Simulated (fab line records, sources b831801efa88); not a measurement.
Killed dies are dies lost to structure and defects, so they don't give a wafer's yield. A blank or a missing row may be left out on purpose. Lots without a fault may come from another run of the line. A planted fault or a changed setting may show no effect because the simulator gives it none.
Problem report in the 8D (eight disciplines) form, filled by code | flow sky130 | the parts of the form that need people (team, actions taken, sign-off) are left out

1. THE PROBLEM
run_length_s at SKY_FIELD_ISO_ETCH_15 reads a mean of 85.0 s on 6 wafers of 2 lots; wafers without a fault read 100.4 s with a standard deviation of 0.37. That is -42 standard deviations from the usual mean.
The step: etches the open film in CHF3/O2, stops on Si, target depth 180 nm, time 72 s.
First seen on wafer L843.2, day 4 18:37, on rie_diel-01. The record holds 33 wafers of 11 lots with a number at this step. Rule for "out", or "out of limits": more than 4 standard deviations from the usual mean. The other wafers with a number count as sound.

2. WHAT IT IS AND WHAT IT IS NOT
question                    | is                           | is not
which readings at this step | run_length_s, oes_product_au | drypump_motor_current_A
which lots                  | L843, L844                   | L831, L832, L833, L834, L836, L846, L851, L852, L854
which wafers of those lots  | all that have a number       | -
read on which tools         | rie_diel-01                  | rie_diel-03, rie_diel-04
when                        | from day 4 18:37             | up to then (15 sound wafers); but 12 sound wafers of L846, L851, L852, L854 came after

3. SUSPECTS, AND WHAT RULES EACH OUT
Counting: a tool at a process step up to the reading stays a suspect if it ran every lot that is out and no sound lot after the first of them.
- rie_diel-01 at SKY_FIELD_ISO_ETCH_15 (etches the open film in CHF3/O2, stops on Si, target depth 180 nm, time 72 s): kept. It ran every lot that is out, first L843 (day 4 18:37), and no sound lot after that; its last sound lot up to then is L836 (day 3 06:10). Its own readings are out on those wafers: oes_product_au, run_length_s.
Left after counting: rie_diel-01 at SKY_FIELD_ISO_ETCH_15.

4. THE CAUSE (what the simulator had put in)
Process parameter drift: rie_diel-01, from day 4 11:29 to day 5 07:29, at SKY_FIELD_ISO_ETCH_15. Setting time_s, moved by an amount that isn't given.
Counting left only this tool.

5. THE CHAIN OF EFFECTS, in route order
Each row: a reading whose mean over the struck wafers that have a number lies more than 3 standard deviations from the usual. Only readings for which the record gives a usual standard deviation are gone through. hours: the time from each lot's start at the first step in this table that gives one to its start at this step, as a median over the lots. sigmas: the change in usual standard deviations.
hours | step                   | reading                  | usual      | on struck wafers | change | sigmas
0     | SKY_FIELD_ISO_ETCH_15  | oes_product_au           | 0.946 a.u. | 0.999            | +0.053 | +8.2
0     | SKY_FIELD_ISO_ETCH_15  | run_length_s             | 100.4 s    | 85.0             | -15.4  | -42
0     | SKY_FIELD_ISO_STRIP_16 | oes_product_au           | 0.378 a.u. | 0.396            | +0.018 | +3.9
0     | SKY_FIELD_ISO_STRIP_16 | strip_time_to_endpoint_s | 3.56 s     | 3.91             | +0.35  | +8.9
1073  | SKY_PAD_OPEN_PROBE_99  | killed_at_front_end      | 14         | 427              | +413   | +99 or more
1073  | SKY_PAD_OPEN_PROBE_99  | killed_dies              | 87         | 492              | +405   | +43
1073  | SKY_PAD_OPEN_PROBE_99  | killed_on_rim            | 17         | 96               | +79    | +21
The process steps in it:
- SKY_FIELD_ISO_ETCH_15: etches the open film in CHF3/O2, stops on Si, target depth 180 nm, time 72 s.
- SKY_FIELD_ISO_STRIP_16: strips in O2/N2.
- SKY_PAD_OPEN_PROBE_99

6. WHAT WOULD HAVE CAUGHT IT SOONER
In this record the first reading out of limits was taken at day 4 18:37, 7 hours after the fault began at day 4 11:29.
